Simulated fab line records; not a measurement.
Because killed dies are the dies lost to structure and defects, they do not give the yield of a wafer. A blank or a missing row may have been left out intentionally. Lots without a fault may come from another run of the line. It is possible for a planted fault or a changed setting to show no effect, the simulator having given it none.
Which tool is to blame? + flow sky130 + 13 lots, 39 wafers sampled, at 3 steps of a route of 708

== WHAT EACH GAUGE READ, for each wafer ==
SKY_RES_PROTECT_TW_MEAS_08.
| lot  | measured     | on           | POLY_GATE_TW   |
|------|--------------|--------------|----------------|
| L958 | day 14 22:34 | filmMetro-04 | 3999 4025 4028 |
| L959 | day 15 03:08 | filmMetro-01 | 3987 4008 4014 |
| L962 | day 16 07:29 | filmMetro-04 | 4000 3997 4007 |
| L964 | day 17 11:17 | filmMetro-01 | 3975 3975 4005 |
| L965 | day 17 17:20 | filmMetro-04 | 4023 4021 4046 |
| L966 | day 17 23:01 | filmMetro-02 | 4058 4066 4061 |
| L973 | day 21 00:05 | filmMetro-02 | 4049 4061 4041 |
| L974 | day 21 09:50 | filmMetro-02 | 4051 4026 4009 |
| L975 | day 21 21:03 | filmMetro-02 | 4088 4044 4065 |
| L976 | day 22 02:59 | filmMetro-02 | 4044 4058 4034 |
| L977 | day 22 10:29 | filmMetro-04 | 4006 4053 4049 |
| L978 | day 22 11:22 | filmMetro-02 | 4079 4054 4071 |
| L981 | day 23 02:38 | filmMetro-04 | 4055 4040 4049 |

== TOOL THAT RAN EACH LOT (tool first, then ch and the chambers of the sampled wafers, then the start) ==
| lot  | SKY_VT_ADJUST_NCORE_STRIP_10        | SKY_VT_ADJUST_PCH_STRIP_09          |
|------|-------------------------------------|-------------------------------------|
| L958 | plasmaAsher-03 ch 0,1, day 8 11:11  | plasmaAsher-02 ch 0, day 10 07:04   |
| L959 | plasmaAsher-03 ch 0,1, day 8 17:26  | plasmaAsher-02 ch 0,1, day 10 13:59 |
| L962 | plasmaAsher-03 ch 0,1, day 9 13:40  | plasmaAsher-03 ch 0, day 11 10:58   |
| L964 | plasmaAsher-04 ch 0,1, day 10 10:04 | plasmaAsher-04 ch 0,1, day 12 10:19 |
| L965 | plasmaAsher-03 ch 0,1, day 10 15:22 | plasmaAsher-04 ch 0,1, day 12 14:46 |
| L966 | plasmaAsher-04 ch 0,1, day 10 21:23 | plasmaAsher-04 ch 0,1, day 12 21:52 |
| L973 | plasmaAsher-01 ch 0,1, day 13 06:53 | plasmaAsher-02 ch 0,1, day 15 12:07 |
| L974 | plasmaAsher-04 ch 0,1, day 13 15:07 | plasmaAsher-04 ch 0,1, day 15 21:02 |
| L975 | plasmaAsher-04 ch 0, day 13 23:41   | plasmaAsher-02 ch 0,1, day 16 05:55 |
| L976 | plasmaAsher-01 ch 0,1, day 14 06:55 | plasmaAsher-03 ch 1, day 16 14:34   |
| L977 | plasmaAsher-04 ch 0,1, day 14 12:46 | plasmaAsher-03 ch 0,1, day 16 20:16 |
| L978 | plasmaAsher-01 ch 1, day 14 17:04   | plasmaAsher-02 ch 0,1, day 17 00:34 |
| L981 | plasmaAsher-04 ch 1, day 15 05:59   | plasmaAsher-02 ch 0,1, day 17 15:26 |
- SKY_VT_ADJUST_NCORE_STRIP_10: strips in O2/N2.
- SKY_VT_ADJUST_PCH_STRIP_09: strips in O2/N2.

== WHAT THE TOOLS THEMSELVES READ (means of the sampled wafers that have a number; where no wafer has one, the mark that the record gives instead) ==
SKY_VT_ADJUST_NCORE_STRIP_10.
| lot  | tool           | drypumpMotorCurrentA (A) | oesProductAu (a.u.) | stripTimeToEndpointS (s) |
|------|----------------|--------------------------|---------------------|--------------------------|
| L958 | plasmaAsher-03 | 5.8                      | 0.717               | 14.18                    |
| L959 | plasmaAsher-03 | 5.8                      | 0.711               | 14.17                    |
| L962 | plasmaAsher-03 | 5.6                      | 0.716               | 14.18                    |
| L964 | plasmaAsher-04 | 5.7                      | 0.714               | 14.11                    |
| L965 | plasmaAsher-03 | 5.8                      | 0.715               | 14.16                    |
| L966 | plasmaAsher-04 | 6.0                      | 0.717               | 14.20                    |
| L973 | plasmaAsher-01 | 5.9                      | 0.713               | 14.11                    |
| L974 | plasmaAsher-04 | 5.7                      | 0.715               | 14.21                    |
| L975 | plasmaAsher-04 | 6.2                      | 0.714               | 14.18                    |
| L976 | plasmaAsher-01 | 5.9                      | 0.715               | 14.20                    |
| L977 | plasmaAsher-04 | 5.7                      | 0.719               | 14.18                    |
| L978 | plasmaAsher-01 | 5.6                      | 0.715               | 14.22                    |
| L981 | plasmaAsher-04 | 5.5                      | 0.712               | 14.19                    |

SKY_VT_ADJUST_PCH_STRIP_09.
| lot  | tool           | drypumpMotorCurrentA (A) | oesProductAu (a.u.) | stripTimeToEndpointS (s) |
|------|----------------|--------------------------|---------------------|--------------------------|
| L958 | plasmaAsher-02 | 5.8                      | 0.724               | 36.95                    |
| L959 | plasmaAsher-02 | 5.5                      | 0.727               | 36.96                    |
| L962 | plasmaAsher-03 | 6.0                      | 0.722               | 36.88                    |
| L964 | plasmaAsher-04 | 5.7                      | 0.718               | 36.96                    |
| L965 | plasmaAsher-04 | 6.0                      | 0.721               | 36.81                    |
| L966 | plasmaAsher-04 | 5.7                      | 0.720               | 36.83                    |
| L973 | plasmaAsher-02 | 5.1                      | 0.723               | 36.84                    |
| L974 | plasmaAsher-04 | 5.7                      | 0.724               | 36.87                    |
| L975 | plasmaAsher-02 | 5.5                      | 0.720               | 36.88                    |
| L976 | plasmaAsher-03 | 5.4                      | 0.722               | 36.83                    |
| L977 | plasmaAsher-03 | 5.8                      | 0.725               | 36.80                    |
| L978 | plasmaAsher-02 | 5.1                      | 0.716               | 36.85                    |
| L981 | plasmaAsher-02 | 5.5                      | 0.722               | 36.92                    |

== THE ANSWER, worked out from the rows above alone ==
Rule: the lots themselves supply what counts as usual. The widest of any qualifying gaps counts: lots, ordered by their means at a reading, are off when they make up no more than a third of the lots, leave a main group of 4 or more, and stand apart from it by 3 or more times the standard deviation of that group's means. A main group whose means are all the same, to the digits that the tables above print for the reading, isn't used. Also off: a lot with no number at a reading for which 4 or more lots have one. The other lots that the step has rows for count as sound. Order of review: gauges by route order, followed by the tools' own readings, for which a lot's mean as printed above is used. At the first step where some lot is off, the reading lying furthest off is the one used; lots without a number count as furthest.
None of the lots is off at any reading shown; this tells nothing.

== WHAT THE SIMULATOR PUT IN ==
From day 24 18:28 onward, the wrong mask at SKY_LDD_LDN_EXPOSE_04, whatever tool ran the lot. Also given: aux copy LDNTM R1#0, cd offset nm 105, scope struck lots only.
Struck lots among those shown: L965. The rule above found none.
